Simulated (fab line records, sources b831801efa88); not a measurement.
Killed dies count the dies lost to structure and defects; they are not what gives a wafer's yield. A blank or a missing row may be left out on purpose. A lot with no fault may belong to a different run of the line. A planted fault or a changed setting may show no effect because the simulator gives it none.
Matching of chambers	flow sky130	4 sister chambers for SKY_VIA3_ETCH_15 on rieDiel-04
The step etches SiO2 in C4F8/O2/Ar, stops on TiN, target depth 507 nm, time 78 s. 8 wafers are shown with their chamber, then 8 later ones without.

## WAFERS PAIRED WITH THEIR CHAMBERS
wafer	chamber	oesProductAu (a.u.)	chamberPressureMTorr (mTorr)
L078.1	0	0.949	39.95
L082.2	2	0.945	39.97
L082.3	3	0.944	40.02
L082.6	1	0.940	39.94
L083.2	0	0.943	40.01
L083.4	1	0.946	40.08
L083.6	2	0.944	39.95
L084.1	3	0.955	39.97

## WAFERS WITHOUT THEIR CHAMBER
wafer	oesProductAu (a.u.)	chamberPressureMTorr (mTorr)
L084.4	0.937	40.03
L084.6	0.933	39.95
L089.2	0.948	40.04
L089.5	0.947	40.02
L089.6	0.948	40.01
L092.2	0.950	39.94
L092.4	0.951	40.02
L092.5	0.942	40.03

## WHICH CHAMBER EACH ONE RAN IN
wafer	from the rows above	in truth
L084.4	can't be placed: 1 or 2 or 0 or 3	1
L084.6	can't be placed: 1 or 2 or 0 or 3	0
L089.2	can't be placed: 3 or 0 or 1 or 2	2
L089.5	can't be placed: 3 or 0 or 1 or 2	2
L089.6	can't be placed: 3 or 0 or 1 or 2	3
L092.2	can't be placed: 3 or 0 or 2 or 1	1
L092.4	can't be placed: 3 or 0 or 1 or 2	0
L092.5	can't be placed: 1 or 0 or 2 or 3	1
Correct placement for 0 of the 8. Not placeable from these rows: 8 (in 8, the candidates include the true chamber). Placed wrongly: 0.
How it was worked out, from the rows above alone: a wafer's distance from a chamber is the root of the sum, over the readings, of the square of ((its reading less the chamber's mean) divided by the reading's scatter). If the next closest chamber is less than 2 further off than the closest, the wafer can't be placed; otherwise it belongs to the closest. Each chamber's mean is taken over the wafers shown for it. How the scatter is found: for the shown wafers, subtract from each reading the mean of its chamber, square and add these, divide the total by (wafers less chambers), then take the root.
